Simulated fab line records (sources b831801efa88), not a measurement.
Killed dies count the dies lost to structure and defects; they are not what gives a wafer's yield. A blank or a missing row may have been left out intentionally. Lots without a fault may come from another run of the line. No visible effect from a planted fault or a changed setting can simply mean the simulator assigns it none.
Comparing a struck lot with a sound one	flow sky130	14 out of 708 route steps
Sound: the wafers L438.1, L438.2, L438.5. Struck: wafers L429.1, L429.2, L429.6. Last of all comes the cause.
Per side, at each step with rows, come the tool, then ch with its chambers, and then its first start. Under that, the readings that differ: sound wafers	struck wafers	difference of the means	sigmas: that difference in standard deviations of wafers without a fault.
alike: words and numbers the same on both sides, and readings whose means are apart by under 2 such deviations; not compared: readings that were withheld, readings missing a value for some wafer, numbers with overlapping values and no deviation given by the record, and bounds like >300 which may hide the same value.
Wherever a step has rows on one side only, a row that says differs or no value, or a row with sigmas, the two part there. Non-overlapping numbers with no deviation appear without sigmas and do not part them. Lack of a reading on every wafer of one side parts them only where that side has two or more wafers.

SKY_METAL2_SPUTTER_01: material TiN, target thk 20 nm, time 16.7 s.
  struck on pvd_sputter-04, day 35 04:19; sound on pvd_sputter-03, day 38 02:01
  alike: throttle_valve_pct
SKY_METAL2_SPUTTER_02: material AlCu, target thk 250 nm, time 13.3 s.
  struck on pvd_sputter-04, day 35 04:21; sound on pvd_sputter-03, day 38 02:03
  alike: throttle_valve_pct
SKY_METAL2_SPUTTER_03: material Ti, target thk 5 nm, time 3.3 s.
  struck on pvd_sputter-04, day 35 04:22; sound on pvd_sputter-03, day 38 02:04
  alike: throttle_valve_pct
SKY_METAL2_SPUTTER_04: material TiN, target thk 70 nm, time 58.3 s.
  struck on pvd_sputter-04, day 35 04:23; sound on pvd_sputter-03, day 38 02:05
  alike: throttle_valve_pct
SKY_METAL2_RS_MEAS_05: the measuring method here is four-point-probe.
  struck on film_metro-02, day 35 04:26; sound on film_metro-02, day 38 02:08
  alike: METAL2_ALCU_RS
SKY_METAL2_THK_MEAS_06: measures by xrf.
  struck on film_metro-02, day 35 04:34; sound on film_metro-02, day 38 02:16
  alike: METAL2_ALCU_THK
then, 6 steps without rows for these wafers: SKY_METAL2_DEHYDRATE_07 (time 60 s); SKY_METAL2_HMDS_08 (prime time 60 s); SKY_METAL2_COAT_09 (resist thk 60 nm); SKY_METAL2_COAT_10 (resist thk 450 nm); SKY_METAL2_SOFTBAKE_11 (time 90 s); SKY_METAL2_EXPOSE_12 (exposes mask MM2, target cd 140 nm).
SKY_METAL2_PEB_13:
  sound on litho_track-02 ch 0, day 39 03:00; struck on litho_track-02, day 36 06:00
reading	sound	struck	difference	sigmas
exhaust_pa (Pa)	46.5 44.6 46.4	- - -	no value on the struck wafers	
  not compared: chill_plate_temp_C
then, 1 step without rows for these wafers: SKY_METAL2_DEVELOP_14 (develop time 60 s).

## WHERE THEY PART
Only at SKY_METAL2_PEB_13, within this record.

WHY: what had been put in by the simulator
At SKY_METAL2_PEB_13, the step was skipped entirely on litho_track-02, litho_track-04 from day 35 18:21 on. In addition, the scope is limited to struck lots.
